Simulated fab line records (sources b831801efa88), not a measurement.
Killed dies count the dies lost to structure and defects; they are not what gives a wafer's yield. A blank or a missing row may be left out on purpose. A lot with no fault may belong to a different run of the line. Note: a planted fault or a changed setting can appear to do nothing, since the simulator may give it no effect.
Which tool was responsible? -- flow sky130 -- 18 wafers from 6 lots sampled at 3 of the route's 708 steps

== WHAT EACH GAUGE READ, for each wafer ==
SKY_VIA2_THK_MEAS_01.
lot,measured,on,VIA2_HDPCVD_THK (nm)
L837,day 36 19:34,film metro-04,1190 1172 1187
L839,day 37 02:12,film metro-03,1151 1154 1157
L841,day 37 17:32,film metro-04,1175 1161 1184
L845,day 38 20:51,film metro-01,1133 1169 1173
L848,day 39 16:41,film metro-04,1186 1158 1176
L856,day 42 00:13,film metro-03,1163 1162 1158

== EACH LOT AND THE TOOL THAT RAN IT (in order: tool; ch and the chambers of the sampled wafers; start) ==
lot,SKY_LDD_N_IMPLANT_13,SKY_METAL2_ETCH_18
L837,"implanter-04 ch 0, day 19 14:33","rie metal-01 ch 0,1, day 36 18:41"
L839,"implanter-01 ch 0, day 19 23:53","rie metal-02 ch 0,1, day 37 01:19"
L841,"implanter-01 ch 0, day 20 17:27","rie metal-01 ch 0,1, day 37 16:40"
L845,"implanter-02 ch 0, day 22 04:01","rie metal-03 ch 0,1, day 38 19:58"
L848,"implanter-04 ch 0, day 22 22:38","rie metal-01 ch 1, day 39 15:49"
L856,"implanter-04 ch 0, day 25 22:01","rie metal-01 ch 0,1, day 41 23:18"
- SKY_LDD_N_IMPLANT_13
- SKY_METAL2_ETCH_18: etches BARC in N2/H2, stops on SiO2, time 45.9 s, target depth 60 nm.

== THE ANSWER, worked out from the rows above alone ==
Rule: the usual values come from the lots themselves. Put in order of their means at a reading, lots are off if they are a third of the lots or fewer, leave a main group of 4 or more, and stand apart from it by a gap of 3 or more times the standard deviation of the main group's means; of several such gaps the widest counts. If all means in a main group match to the digits the tables above print for the reading, that group is not used. Also off: a lot with no number at a reading for which 4 or more lots have one. The other lots that the step has rows for count as sound.
Nothing can be told from this: no lot is off at any reading shown.

== WHAT THE SIMULATOR HAD PUT IN ==
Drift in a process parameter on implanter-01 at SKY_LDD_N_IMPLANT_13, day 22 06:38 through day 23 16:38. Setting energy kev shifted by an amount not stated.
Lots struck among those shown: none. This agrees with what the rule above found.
